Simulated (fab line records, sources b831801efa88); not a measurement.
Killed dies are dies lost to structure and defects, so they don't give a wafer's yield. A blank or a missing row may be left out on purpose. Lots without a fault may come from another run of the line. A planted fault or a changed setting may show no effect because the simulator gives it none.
Which tool did it? | flow gf180mcu | 24 lots, 72 wafers sampled, at 6 steps of a route of 602

WHAT THE GAUGES READ, wafer by wafer
GF_V2_RS_MEAS_24: measures by four-point-probe.
lot  | measured     | on            | V2_W_RS (ohm/sq)
L074 | day 20 05:38 | film_metro-01 | 0.324 0.321 0.325
L075 | day 20 13:08 | film_metro-04 | 0.327 0.328 0.328
L076 | day 21 01:51 | film_metro-01 | 0.328 0.334 0.330
L077 | day 21 11:04 | film_metro-01 | 0.330 0.329 0.332
L078 | day 21 18:56 | film_metro-01 | 0.324 0.333 0.329
L079 | day 22 05:23 | film_metro-04 | 0.326 0.332 0.323
L080 | day 22 14:35 | film_metro-04 | 0.324 0.325 0.317
L081 | day 23 01:11 | film_metro-04 | 0.330 0.325 0.334
L082 | day 23 12:04 | film_metro-04 | 0.328 0.327 0.330
L083 | day 23 18:41 | film_metro-03 | 0.332 0.327 0.329
L084 | day 24 01:31 | film_metro-04 | 0.335 0.334 0.329
L085 | day 24 06:10 | film_metro-03 | 0.328 0.329 0.328
L086 | day 24 15:14 | film_metro-03 | 0.320 0.324 0.325
L087 | day 25 01:39 | film_metro-04 | 0.324 0.328 0.331
L088 | day 25 10:31 | film_metro-03 | 0.329 0.327 0.322
L089 | day 25 18:58 | film_metro-04 | 0.326 0.332 0.326
L090 | day 25 22:04 | film_metro-01 | 0.330 0.328 0.330
L091 | day 26 07:58 | film_metro-01 | 0.335 0.329 0.327
L092 | day 26 14:49 | film_metro-03 | 0.323 0.315 0.327
L093 | day 26 19:03 | film_metro-01 | 0.327 0.323 0.320
L094 | day 27 03:53 | film_metro-03 | 0.329 0.326 0.327
L095 | day 27 11:08 | film_metro-03 | 0.329 0.330 0.326
L096 | day 27 15:52 | film_metro-03 | 0.330 0.332 0.333
L097 | day 28 02:50 | film_metro-04 | 0.329 0.325 0.326

GF_TOP_METAL_THK_MEAS_06: measures by xrf.
lot  | measured     | on            | TOP_METAL_ALCU_THK (nm)
L074 | day 27 02:59 | film_metro-04 | 917 905 918
L075 | day 27 11:44 | film_metro-04 | 891 891 905
L076 | day 27 20:20 | film_metro-02 | 927 923 912
L077 | day 28 03:26 | film_metro-02 | 876 904 885
L078 | day 28 11:07 | film_metro-02 | 888 903 886
L079 | day 28 20:02 | film_metro-01 | 908 909 902
L080 | day 29 04:13 | film_metro-02 | 909 907 906
L081 | day 29 12:09 | film_metro-04 | 889 890 882
L082 | day 29 23:05 | film_metro-04 | 893 875 893
L083 | day 30 02:47 | film_metro-02 | 905 891 902
L084 | day 30 07:41 | film_metro-04 | 907 903 901
L085 | day 30 12:16 | film_metro-04 | 907 888 910
L086 | day 30 19:59 | film_metro-02 | 893 917 915
L087 | day 31 03:32 | film_metro-01 | 892 895 888
L088 | day 31 11:12 | film_metro-02 | 909 910 905
L089 | day 31 17:55 | film_metro-04 | 869 882 897
L090 | day 32 00:14 | film_metro-01 | 886 882 881
L091 | day 32 05:43 | film_metro-02 | 932 923 907
L092 | day 32 15:07 | film_metro-02 | 906 921 922
L093 | day 32 14:22 | film_metro-04 | 930 914 929
L094 | day 32 21:22 | film_metro-04 | 887 879 899
L095 | day 33 03:11 | film_metro-01 | 896 896 897
L096 | day 33 06:35 | film_metro-01 | 885 897 897
L097 | day 33 16:23 | film_metro-02 | 894 912 898

WHICH TOOL RAN EACH LOT (tool, then ch and the chambers of the sampled wafers, then the start)
lot  | GF_M2_SPUTTER_00             | GF_MIM_SPUTTER_04            | GF_M5_STRIP_11                       | GF_TOP_METAL_SPUTTER_02
L074 | pvd_sputter-03, day 18 01:44 | pvd_sputter-02, day 24 07:02 | plasma_asher-03 ch 0,1, day 26 03:10 | pvd_sputter-02, day 27 02:46
L075 | pvd_sputter-02, day 18 09:55 | pvd_sputter-03, day 24 16:36 | plasma_asher-03 ch 0,1, day 26 12:02 | pvd_sputter-02, day 27 11:32
L076 | pvd_sputter-03, day 18 22:31 | pvd_sputter-03, day 25 02:13 | plasma_asher-03 ch 0,1, day 26 21:11 | pvd_sputter-01, day 27 20:06
L077 | pvd_sputter-02, day 19 08:40 | pvd_sputter-04, day 25 11:39 | plasma_asher-02 ch 0,1, day 27 05:11 | pvd_sputter-03, day 28 03:13
L078 | pvd_sputter-02, day 19 15:55 | pvd_sputter-03, day 25 18:56 | plasma_asher-03 ch 0,1, day 27 12:31 | pvd_sputter-02, day 28 10:55
L079 | pvd_sputter-02, day 20 02:52 | pvd_sputter-03, day 26 04:08 | plasma_asher-02 ch 0,1, day 27 21:47 | pvd_sputter-02, day 28 19:49
L080 | pvd_sputter-03, day 20 13:19 | pvd_sputter-04, day 26 11:57 | plasma_asher-03 ch 0,1, day 28 04:54 | pvd_sputter-01, day 29 04:00
L081 | pvd_sputter-03, day 21 00:22 | pvd_sputter-03, day 26 21:10 | plasma_asher-02 ch 0,1, day 28 13:51 | pvd_sputter-03, day 29 11:56
L082 | pvd_sputter-03, day 21 11:00 | pvd_sputter-04, day 27 07:32 | plasma_asher-03 ch 0,1, day 28 22:44 | pvd_sputter-03, day 29 22:52
L083 | pvd_sputter-03, day 21 17:53 | pvd_sputter-04, day 27 14:05 | plasma_asher-03 ch 0,1, day 29 05:38 | pvd_sputter-02, day 30 02:34
L084 | pvd_sputter-03, day 22 01:19 | pvd_sputter-03, day 27 19:17 | plasma_asher-03 ch 0,1, day 29 10:47 | pvd_sputter-01, day 30 07:29
L085 | pvd_sputter-01, day 22 06:34 | pvd_sputter-03, day 28 00:22 | plasma_asher-04 ch 0,1, day 29 14:35 | pvd_sputter-02, day 30 12:02
L086 | pvd_sputter-01, day 22 15:16 | pvd_sputter-04, day 28 08:48 | plasma_asher-04 ch 0,1, day 29 23:26 | pvd_sputter-02, day 30 19:46
L087 | pvd_sputter-03, day 23 02:11 | pvd_sputter-04, day 28 18:03 | plasma_asher-03 ch 0,1, day 30 06:49 | pvd_sputter-01, day 31 03:18
L088 | pvd_sputter-02, day 23 11:31 | pvd_sputter-03, day 29 01:14 | plasma_asher-02 ch 0,1, day 30 14:24 | pvd_sputter-02, day 31 10:59
L089 | pvd_sputter-01, day 23 21:32 | pvd_sputter-02, day 29 08:50 | plasma_asher-02 ch 0,1, day 30 21:23 | pvd_sputter-03, day 31 17:43
L090 | pvd_sputter-02, day 24 00:58 | pvd_sputter-04, day 29 12:33 | plasma_asher-04 ch 0,1, day 31 03:05 | pvd_sputter-03, day 32 00:01
L091 | pvd_sputter-01, day 24 10:21 | pvd_sputter-03, day 29 21:52 | plasma_asher-03 ch 0,1, day 31 10:00 | pvd_sputter-02, day 32 05:31
L092 | pvd_sputter-01, day 24 17:02 | pvd_sputter-02, day 30 07:50 | plasma_asher-03 ch 0,1, day 31 19:26 | pvd_sputter-02, day 32 14:55
L093 | pvd_sputter-02, day 24 22:07 | pvd_sputter-02, day 30 06:11 | plasma_asher-03 ch 0, day 31 18:29   | pvd_sputter-02, day 32 14:09
L094 | pvd_sputter-01, day 25 07:49 | pvd_sputter-02, day 30 13:54 | plasma_asher-02 ch 0,1, day 32 01:47 | pvd_sputter-03, day 32 21:10
L095 | pvd_sputter-03, day 25 15:47 | pvd_sputter-04, day 30 20:56 | plasma_asher-02 ch 0, day 32 07:51   | pvd_sputter-01, day 33 02:59
L096 | pvd_sputter-03, day 25 20:17 | pvd_sputter-03, day 31 01:17 | plasma_asher-04 ch 0,1, day 32 11:31 | pvd_sputter-01, day 33 06:22
L097 | pvd_sputter-03, day 26 08:56 | pvd_sputter-04, day 31 11:41 | plasma_asher-02 ch 0,1, day 32 21:03 | pvd_sputter-03, day 33 16:10
- GF_M2_SPUTTER_00: material Ti, target thk 37.5 nm, time 150 s.
- GF_MIM_SPUTTER_04: material TiN, target thk 50 nm, time 41.7 s.
- GF_M5_STRIP_11: strips in O2/N2.
- GF_TOP_METAL_SPUTTER_02: material AlCu, target thk 900 nm, time 47.82 s.

WHAT THE TOOLS THEMSELVES READ (means of the sampled wafers that have a number; where no wafer has one, the mark that the record gives instead)
GF_M2_SPUTTER_00.
lot  | tool           | throttle_valve_pct (%)
L074 | pvd_sputter-03 | 30.2
L075 | pvd_sputter-02 | 30.3
L076 | pvd_sputter-03 | 29.8
L077 | pvd_sputter-02 | 29.1
L078 | pvd_sputter-02 | 29.0
L079 | pvd_sputter-02 | 28.6
L080 | pvd_sputter-03 | 30.9
L081 | pvd_sputter-03 | 30.1
L082 | pvd_sputter-03 | 30.5
L083 | pvd_sputter-03 | 30.2
L084 | pvd_sputter-03 | 30.8
L085 | pvd_sputter-01 | 29.3
L086 | pvd_sputter-01 | 29.6
L087 | pvd_sputter-03 | 30.6
L088 | pvd_sputter-02 | 28.8
L089 | pvd_sputter-01 | 29.6
L090 | pvd_sputter-02 | 29.0
L091 | pvd_sputter-01 | 29.6
L092 | pvd_sputter-01 | 29.3
L093 | pvd_sputter-02 | 29.3
L094 | pvd_sputter-01 | 30.0
L095 | pvd_sputter-03 | 30.9
L096 | pvd_sputter-03 | 30.7
L097 | pvd_sputter-03 | 30.6

GF_MIM_SPUTTER_04.
lot  | tool           | throttle_valve_pct (%)
L074 | pvd_sputter-02 | 29.9
L075 | pvd_sputter-03 | 30.3
L076 | pvd_sputter-03 | 30.8
L077 | pvd_sputter-04 | 31.0
L078 | pvd_sputter-03 | 30.5
L079 | pvd_sputter-03 | 30.3
L080 | pvd_sputter-04 | 30.6
L081 | pvd_sputter-03 | 30.5
L082 | pvd_sputter-04 | 30.6
L083 | pvd_sputter-04 | 30.6
L084 | pvd_sputter-03 | 30.5
L085 | pvd_sputter-03 | 30.7
L086 | pvd_sputter-04 | 30.7
L087 | pvd_sputter-04 | 31.1
L088 | pvd_sputter-03 | 30.7
L089 | pvd_sputter-02 | 28.8
L090 | pvd_sputter-04 | 30.1
L091 | pvd_sputter-03 | 29.7
L092 | pvd_sputter-02 | 29.4
L093 | pvd_sputter-02 | 29.5
L094 | pvd_sputter-02 | 29.0
L095 | pvd_sputter-04 | 29.6
L096 | pvd_sputter-03 | 30.0
L097 | pvd_sputter-04 | 30.0

GF_M5_STRIP_11.
lot  | tool            | drypump_motor_current_A (A) | heater_power_w (W) | oes_product_au (a.u.) | strip_time_to_endpoint_s (s)
L074 | plasma_asher-03 | 6.0                         | 311                | 0.553                 | 7.66
L075 | plasma_asher-03 | 6.0                         | 312                | 0.544                 | 7.55
L076 | plasma_asher-03 | 6.0                         | 313                | 0.542                 | 7.54
L077 | plasma_asher-02 | 6.1                         | 392                | 0.547                 | 7.54
L078 | plasma_asher-03 | 5.6                         | 296                | 0.545                 | 7.48
L079 | plasma_asher-02 | 6.1                         | 397                | 0.541                 | 7.55
L080 | plasma_asher-03 | 6.0                         | 314                | 0.546                 | 7.58
L081 | plasma_asher-02 | 6.0                         | 370                | 0.539                 | 7.52
L082 | plasma_asher-03 | 5.6                         | 300                | 0.543                 | 7.54
L083 | plasma_asher-03 | 6.0                         | 317                | 0.541                 | 7.55
L084 | plasma_asher-03 | 6.0                         | 314                | 0.544                 | 7.61
L085 | plasma_asher-04 | 5.3                         | 356                | 0.545                 | 7.62
L086 | plasma_asher-04 | 5.2                         | 336                | 0.548                 | 7.59
L087 | plasma_asher-03 | 5.9                         | 313                | 0.549                 | 7.56
L088 | plasma_asher-02 | 6.0                         | 377                | 0.545                 | 7.56
L089 | plasma_asher-02 | 6.1                         | 395                | 0.544                 | 7.56
L090 | plasma_asher-04 | 5.2                         | 337                | 0.546                 | 7.56
L091 | plasma_asher-03 | 6.0                         | 312                | 0.543                 | 7.53
L092 | plasma_asher-03 | 5.6                         | 300                | 0.546                 | 7.59
L093 | plasma_asher-03 | 6.4                         | 334                | 0.546                 | 7.55
L094 | plasma_asher-02 | 6.2                         | 396                | 0.541                 | 7.56
L095 | plasma_asher-02 | 5.8                         | 350                | 0.544                 | 7.57
L096 | plasma_asher-04 | 5.3                         | 348                | 0.546                 | 7.60
L097 | plasma_asher-02 | 6.1                         | 399                | 0.541                 | 7.56

GF_TOP_METAL_SPUTTER_02.
lot  | tool           | throttle_valve_pct (%)
L074 | pvd_sputter-02 | 28.6
L075 | pvd_sputter-02 | 29.5
L076 | pvd_sputter-01 | 30.2
L077 | pvd_sputter-03 | 29.8
L078 | pvd_sputter-02 | 29.5
L079 | pvd_sputter-02 | 29.1
L080 | pvd_sputter-01 | 29.2
L081 | pvd_sputter-03 | 30.9
L082 | pvd_sputter-03 | 29.9
L083 | pvd_sputter-02 | 29.4
L084 | pvd_sputter-01 | 29.4
L085 | pvd_sputter-02 | 29.4
L086 | pvd_sputter-02 | 29.6
L087 | pvd_sputter-01 | 29.7
L088 | pvd_sputter-02 | 30.1
L089 | pvd_sputter-03 | 30.4
L090 | pvd_sputter-03 | 30.5
L091 | pvd_sputter-02 | 28.6
L092 | pvd_sputter-02 | 30.2
L093 | pvd_sputter-02 | 28.8
L094 | pvd_sputter-03 | 30.0
L095 | pvd_sputter-01 | 30.0
L096 | pvd_sputter-01 | 29.5
L097 | pvd_sputter-03 | 30.1

THE ANSWER, worked out from the rows above alone
Rule: what is usual is taken from the lots themselves. Put in order of their means at a reading, lots are off if they are a third of the lots or fewer, leave a main group of 4 or more, and stand apart from it by a gap of 3 or more times the standard deviation of the main group's means; of several such gaps the widest counts. A main group whose means are all the same, to the digits that the tables above print for the reading, isn't used. A lot without any number at a reading at which 4 lots or more have one is off too. The other lots that the step has rows for count as sound. The gauges are gone through in route order, then the tools' own readings, and for those a lot's mean is taken as printed above. The first step at which some lot is off is used, and at that step the reading that is off furthest; a lot without a number counts as furthest.
No lot is off at any reading shown: from this, nothing can be told.

WHAT THE SIMULATOR HAD PUT IN
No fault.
